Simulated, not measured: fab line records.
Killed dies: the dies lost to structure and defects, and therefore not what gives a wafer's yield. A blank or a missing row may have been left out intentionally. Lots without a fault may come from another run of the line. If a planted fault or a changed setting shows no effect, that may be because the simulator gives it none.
A struck lot beside a sound one | flow gf180mcu | 15 steps out of a route of 602
Sound: these wafers, L137.1, L137.3, L137.4. Struck: wafers L144.1, L144.3, L144.5. At the end, the cause is stated.
Per side, at each step with rows, come the tool, then ch with its chambers, and then its first start. Under that, the readings that differ: sound wafers | struck wafers | difference of the means | sigmas: that difference in standard deviations of wafers without a fault.
alike: a reading whose means differ by less than 2 such deviations, as well as words and numbers matching on both sides. not compared: withheld readings; readings where some wafer has no value; bounds like >300 that might hide an equal value; numbers whose values overlap and for which the record gives no deviation.
Wherever a step has rows on one side only, a row that says differs or no value, or a row with sigmas, the two part there. When numbers do not overlap yet have no deviation, they are printed without sigmas and do not part them. Lack of a reading on every wafer of one side parts them only where that side has two or more wafers.

first, 3 steps without rows for these wafers: GF_NWELL_EXPOSE_04 (exposes mask Nwell, target cd 860 nm); GF_NWELL_PEB_05; GF_NWELL_DEVELOP_06 (develop time 60 s).
GF_NWELL_OVL_MEAS_07:
  struck on overlay-01, day 4 21:58; sound on overlay-01, day 3 08:27
  alike: NWELL_OVL
then, 2 steps without rows for these wafers: GF_NWELL_IMPLANT_08; GF_NWELL_IMPLANT_09.
GF_NWELL_STRIP_10: strips in O2/N2.
  sound on plasmaAsher-04 ch 0,1, day 3 08:47; struck on plasmaAsher-02 ch 0,1, day 4 22:19
  alike: drypumpMotorCurrentA, heaterPowerW, oesProductAu, stripTimeToEndpointS
  not compared: rfHoursCounterH
GF_NWELL_TW_MEAS_11:
  struck on filmMetro-03, day 4 22:25; sound on filmMetro-03, day 3 08:53
  alike: NWELL_TW
then, 4 steps without rows for these wafers: GF_LVPWELL_DEHYDRATE_00 (time 60 s); GF_LVPWELL_HMDS_01 (prime time 60 s); GF_LVPWELL_COAT_02 (resist thk 3000 nm); GF_LVPWELL_SOFTBAKE_03.
GF_LVPWELL_EXPOSE_04: exposes mask LVPWELL, target cd 600 nm.
  sound on ilineStepper-02 ch 0, day 3 14:59; struck on ilineStepper-02 ch 0, day 5 05:43
reading | sound                         | struck                                 | difference | sigmas
mask    | LVPWELL#0 LVPWELL#0 LVPWELL#0 | LVPWELL_R1#0 LVPWELL_R1#0 LVPWELL_R1#0 | differs    | 
following that, these wafers have no rows for 1 step: GF_LVPWELL_PEB_05.
GF_PASSIVATION_PROBE_99:
  sound wafers here have rows in the record (prober-01, day 28 23:51); struck ones have none

WHERE THEY PART
Earliest at GF_LVPWELL_EXPOSE_04; latest, in this record, at GF_PASSIVATION_PROBE_99.

WHY: the cause the simulator had injected
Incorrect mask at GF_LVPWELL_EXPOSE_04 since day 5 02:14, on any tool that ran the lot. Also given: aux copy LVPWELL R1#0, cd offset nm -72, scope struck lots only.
